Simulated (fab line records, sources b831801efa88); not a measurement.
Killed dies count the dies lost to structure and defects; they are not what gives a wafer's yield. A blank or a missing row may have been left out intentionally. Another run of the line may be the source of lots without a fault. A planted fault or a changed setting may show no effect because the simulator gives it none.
Which of the tools did it? | flow sky130 | 11 lots with 33 wafers sampled at 7 steps, on a route of 708 steps

== WHAT EACH GAUGE READ, for each wafer ==
SKY_NWELL_OVL_MEAS_10. Usual: NWELL_00_OVL -0.9 nm, standard deviation 1.4.
lot  | measured     | on         | NWELL_00_OVL (nm) | flag
L585 | day 5 04:16  | overlay-02 | 1.3 -2.7 -2.4     |
L587 | day 5 14:23  | overlay-02 | -2.3 -1.4 -2.8    |
L588 | day 5 19:34  | overlay-01 | -0.4 -0.7 0.3     |
L594 | day 7 07:49  | overlay-02 | -1.8 1.4 1.1      |
L595 | day 7 15:28  | overlay-01 | -1.0 -3.2 -1.7    |
L601 | day 8 22:16  | overlay-02 | 1.3 0.1 -1.2      |
L602 | day 9 03:10  | overlay-02 | -2.3 -1.2 -1.1    |
L603 | day 9 11:10  | overlay-01 | 0.1 2.7 0.9       |
L604 | day 9 15:59  | overlay-02 | -1.6 -1.4 -2.6    |
L605 | day 10 00:41 | overlay-01 | -0.3 -1.2 -1.3    |
L606 | day 10 07:47 | overlay-02 | -2.5 -0.9 -3.2    |

SKY_NWELL_OVL_MEAS_23. Usual: NWELL_01_OVL -0.7 nm, standard deviation 1.3.
lot  | measured     | on         | NWELL_01_OVL (nm) | flag
L585 | day 5 22:52  | overlay-01 | 1.1 -1.0 -1.4     |
L587 | day 6 09:04  | overlay-02 | 0.5 0.8 -1.3      |
L588 | day 6 14:41  | overlay-02 | -3.4 -2.5 -1.0    |
L594 | day 8 04:22  | overlay-01 | -0.9 -1.2 -1.7    |
L595 | day 8 12:34  | overlay-02 | -1.1 -0.3 -0.4    |
L601 | day 9 20:13  | overlay-01 | 0.8 -1.5 0.2      |
L602 | day 10 01:37 | overlay-02 | -0.4 -0.4 -0.3    |
L603 | day 10 09:44 | overlay-01 | 0.8 0.7 0.9       |
L604 | day 10 14:53 | overlay-02 | -1.9 -2.0 -1.6    |
L605 | day 10 23:20 | overlay-02 | -2.3 -4.3 -3.2    |
L606 | day 11 07:05 | overlay-01 | 1.1 1.3 0.3       |

SKY_VT_ADJUST_NCORE_CD_MEAS_07: the cd target is 380 nm. Usual: cd_nm 379.5 nm, standard deviation 2.4.
lot  | measured     | on        | cd_nm (nm)        | flag
L585 | day 9 07:45  | cd_sem-01 | 384.3 380.6 381.0 |
L587 | day 9 18:59  | cd_sem-01 | 381.7 383.9 383.7 |
L588 | day 10 02:26 | cd_sem-01 | 381.3 377.8 380.6 |
L594 | day 11 22:05 | cd_sem-02 | - - -             | OFF
L595 | day 12 07:34 | cd_sem-02 | - - -             | OFF
L601 | day 13 18:10 | cd_sem-01 | 375.1 375.3 375.7 |
L602 | day 13 23:38 | cd_sem-01 | 379.5 380.0 381.3 |
L603 | day 14 10:12 | cd_sem-02 | 379.9 379.0 380.1 |
L604 | day 14 18:07 | cd_sem-01 | 380.7 380.9 375.6 |
L605 | day 15 03:33 | cd_sem-01 | 380.0 379.7 377.0 |
L606 | day 15 12:00 | cd_sem-02 | 378.4 380.2 381.3 |

SKY_VT_ADJUST_HVTR_TW_MEAS_11. Usual: VT_ADJUST_HVTR_TW 208.4, standard deviation 1.
lot  | measured     | on            | VT_ADJUST_HVTR_TW | flag
L585 | day 10 06:35 | film_metro-01 | 210.7 208.2 208.8 |
L587 | day 10 18:05 | film_metro-04 | 208.1 210.0 208.2 |
L588 | day 11 01:29 | film_metro-01 | 209.2 209.4 211.1 |
L594 | day 12 22:34 | film_metro-04 | 258.5 257.9 257.5 | OFF
L595 | day 13 08:08 | film_metro-02 | 259.3 257.8 259.3 | OFF
L601 | day 14 21:19 | film_metro-02 | 208.5 209.0 208.9 |
L602 | day 15 02:58 | film_metro-01 | 210.5 209.4 210.4 |
L603 | day 15 12:29 | film_metro-04 | 208.5 207.6 208.3 |
L604 | day 15 20:30 | film_metro-04 | 207.9 208.2 208.4 |
L605 | day 16 07:23 | film_metro-02 | 208.0 207.8 207.4 |
L606 | day 16 15:43 | film_metro-02 | 207.2 208.3 209.6 |

SKY_VT_ADJUST_PCH_TW_MEAS_10. Usual: VT_ADJUST_PCH_TW 141.6, standard deviation 0.93.
lot  | measured     | on            | VT_ADJUST_PCH_TW  | flag
L585 | day 11 04:47 | film_metro-04 | 140.1 141.0 141.5 |
L587 | day 11 17:01 | film_metro-03 | 140.8 141.0 141.3 |
L588 | day 12 01:13 | film_metro-03 | 142.7 141.6 142.7 |
L594 | day 13 23:40 | film_metro-01 | 230.4 229.0 229.0 | OFF
L595 | day 14 10:07 | film_metro-01 | 228.2 228.6 228.1 | OFF
L601 | day 16 00:09 | film_metro-04 | 140.7 140.1 141.3 |
L602 | day 16 05:37 | film_metro-01 | 143.9 144.4 143.6 |
L603 | day 16 15:37 | film_metro-03 | 141.4 141.5 142.0 |
L604 | day 16 22:56 | film_metro-03 | 141.2 141.8 142.3 |
L605 | day 17 11:38 | film_metro-01 | 143.4 142.6 142.5 |
L606 | day 17 19:41 | film_metro-04 | 140.8 140.7 141.3 |

== TOOL THAT RAN EACH LOT (tool first, then ch and the chambers of the sampled wafers, then the start) ==
lot  | SKY_VT_ADJUST_LVTN_STRIP_20          | SKY_VT_ADJUST_NCORE_COAT_02
L585 | plasma_asher-01 ch 0,1, day 8 10:43  | litho_track-02 ch 0, day 8 20:43
L587 | plasma_asher-04 ch 0,1, day 8 21:31  | litho_track-01 ch 0, day 9 08:27
L588 | plasma_asher-02 ch 0,1, day 9 04:43  | litho_track-01 ch 0, day 9 15:09
L594 | plasma_asher-04 ch 0,1, day 10 22:39 | litho_track-01, day 11 10:07
L595 | plasma_asher-04 ch 0,1, day 11 07:40 | litho_track-01, day 11 19:40
L601 | plasma_asher-01 ch 0,1, day 12 18:16 | litho_track-04 ch 0, day 13 05:43
L602 | plasma_asher-02 ch 1, day 12 23:18   | litho_track-04 ch 0, day 13 10:40
L603 | plasma_asher-04 ch 0, day 13 08:22   | litho_track-01 ch 0, day 13 21:36
L604 | plasma_asher-01 ch 0,1, day 13 16:05 | litho_track-02 ch 0, day 14 04:32
L605 | plasma_asher-02 ch 0,1, day 14 00:45 | litho_track-01 ch 0, day 14 14:01
L606 | plasma_asher-02 ch 1, day 14 10:04   | litho_track-01 ch 0, day 14 23:12
- SKY_VT_ADJUST_LVTN_STRIP_20: strips in O2/N2.
- SKY_VT_ADJUST_NCORE_COAT_02: resist thk 1154 nm.

== AS READ BY THE TOOLS THEMSELVES (means over the sampled wafers that have a number; for cases with no such wafer, the mark the record gives instead) ==
SKY_VT_ADJUST_LVTN_STRIP_20. Usual: drypump_motor_current_A 5.77 A, standard deviation 0.28; oes_product_au 0.715 a.u., standard deviation 0.0047; strip_time_to_endpoint_s 14.18 s, standard deviation 0.035.
lot  | tool            | drypump_motor_current_A (A) | oes_product_au (a.u.) | strip_time_to_endpoint_s (s) | flag
L585 | plasma_asher-01 | 5.74                        | 0.712                 | 14.15                        |
L587 | plasma_asher-04 | 5.86                        | 0.714                 | 14.16                        |
L588 | plasma_asher-02 | 5.60                        | 0.714                 | 14.18                        |
L594 | plasma_asher-04 | 5.72                        | 0.716                 | 14.23                        |
L595 | plasma_asher-04 | 5.73                        | 0.714                 | 14.14                        |
L601 | plasma_asher-01 | 5.79                        | 0.717                 | 14.23                        |
L602 | plasma_asher-02 | 6.18                        | 0.717                 | 14.13                        |
L603 | plasma_asher-04 | 5.58                        | 0.715                 | 14.19                        |
L604 | plasma_asher-01 | 5.80                        | 0.712                 | 14.16                        |
L605 | plasma_asher-02 | 5.61                        | 0.713                 | 14.19                        |
L606 | plasma_asher-02 | 6.16                        | 0.716                 | 14.16                        |

SKY_VT_ADJUST_NCORE_COAT_02. Usual: chill_plate_temp_C 22.98 C, standard deviation 0.11; dispense_pressure_kPa 46.6 kPa, standard deviation 0.81.
lot  | tool           | chill_plate_temp_C (C) | dispense_pressure_kPa (kPa) | flag
L585 | litho_track-02 | 22.87                  | 45.7                        |
L587 | litho_track-01 | 22.93                  | 47.2                        |
L588 | litho_track-01 | 22.95                  | 47.2                        |
L594 | litho_track-01 | -                      | -                           | OFF
L595 | litho_track-01 | -                      | -                           | OFF
L601 | litho_track-04 | 23.15                  | 47.3                        |
L602 | litho_track-04 | 23.10                  | 47.3                        |
L603 | litho_track-01 | 22.98                  | 47.2                        |
L604 | litho_track-02 | 23.01                  | 45.6                        |
L605 | litho_track-01 | 23.03                  | 47.2                        |
L606 | litho_track-01 | 23.02                  | 47.2                        |

== THE ANSWER, worked out from the rows above alone ==
Rule: lot off if the mean of its wafers having a number is beyond 3 standard deviations from the usual mean. Also off: a lot with no number at a reading for which 4 or more lots have one. Any other lot the step has rows for is counted as sound. Order of review: gauges by route order, followed by the tools' own readings, for which a lot's mean as printed above is used. At the first step where some lot is off, the reading lying furthest off is the one used; lots without a number count as furthest.
Off: L594, L595 (SKY_VT_ADJUST_NCORE_CD_MEAS_07, cd_nm). Without a number there: L594, L595.
If a tool, at a process step before that reading, ran all the lots that are off and no sound lot after the first of them, it fits. Not tried: the gauges at SKY_VT_ADJUST_NCORE_CD_MEAS_07; whatever is off there is also off at SKY_VT_ADJUST_HVTR_TW_MEAS_11, on other tools, and gauge error can't account for it. No candidate that was tried fits.

== WHAT THE SIMULATOR HAD PUT IN ==
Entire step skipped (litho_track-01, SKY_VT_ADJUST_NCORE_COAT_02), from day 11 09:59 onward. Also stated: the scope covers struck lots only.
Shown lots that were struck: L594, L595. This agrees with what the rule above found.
